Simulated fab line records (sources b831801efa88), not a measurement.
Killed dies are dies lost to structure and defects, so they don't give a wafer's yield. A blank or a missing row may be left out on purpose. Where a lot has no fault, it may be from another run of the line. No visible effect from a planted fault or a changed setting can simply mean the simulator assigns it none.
Which tool was responsible? + flow gf180mcu + 6 lots, 18 wafers sampled, at 3 steps of a route of 602

## WHAT THE GAUGES SHOWED, per wafer
GF_M2_CD_MEAS_14: target cd 280 nm.
| lot  | measured     | on        | cd_nm (nm)        |
|------|--------------|-----------|-------------------|
| L814 | day 22 12:29 | cd_sem-01 | 279.6 279.9 279.9 |
| L819 | day 24 07:33 | cd_sem-01 | 279.5 279.2 280.2 |
| L821 | day 24 22:07 | cd_sem-02 | 280.3 281.0 280.9 |
| L823 | day 25 09:49 | cd_sem-01 | 278.5 278.0 278.3 |
| L831 | day 27 14:52 | cd_sem-01 | 279.6 278.9 279.1 |
| L834 | day 28 13:18 | cd_sem-01 | 279.8 280.4 279.1 |

## WHICH TOOL RAN EACH LOT (tool, then ch and the chambers of the sampled wafers, then the start)
| lot  | GF_DUAL_GATE_OXIDATION_15     | GF_CONTACT_CMP_27             |
|------|-------------------------------|-------------------------------|
| L814 | furnace-02 ch 0, day 10 05:31 | cmp-01 ch 0,1,2, day 19 05:16 |
| L819 | furnace-02 ch 0, day 11 19:47 | cmp-02 ch 2,3, day 21 02:16   |
| L821 | furnace-02 ch 0, day 12 11:20 | cmp-02 ch 0,1,2, day 21 19:16 |
| L823 | furnace-02 ch 0, day 12 20:56 | cmp-01 ch 0,1,3, day 22 07:03 |
| L831 | furnace-01 ch 0, day 15 03:49 | cmp-02 ch 0,2,3, day 24 17:52 |
| L834 | furnace-02 ch 0, day 15 22:44 | cmp-01 ch 0,2, day 25 15:46   |
- GF_DUAL_GATE_OXIDATION_15: stabilise 600 s, purge 300 s, target thk 7.098 nm.
- GF_CONTACT_CMP_27: polishes, stops on SiO2, t overpolish 15 s, target thk 0 nm.

## THE ANSWER, worked out from the rows above alone
Rule: usual is defined by the lots themselves. Put in order of their means at a reading, lots are off if they are a third of the lots or fewer, leave a main group of 4 or more, and stand apart from it by a gap of 3 or more times the standard deviation of the main group's means; of several such gaps the widest counts. If all means in a main group match to the digits the tables above print for the reading, that group is not used. Also off: a lot with no number at a reading for which 4 or more lots have one. The other lots that the step has rows for count as sound.
Across all readings shown, no lot is off: no conclusion can be drawn from this.

## WHAT THE SIMULATOR HAD PUT IN
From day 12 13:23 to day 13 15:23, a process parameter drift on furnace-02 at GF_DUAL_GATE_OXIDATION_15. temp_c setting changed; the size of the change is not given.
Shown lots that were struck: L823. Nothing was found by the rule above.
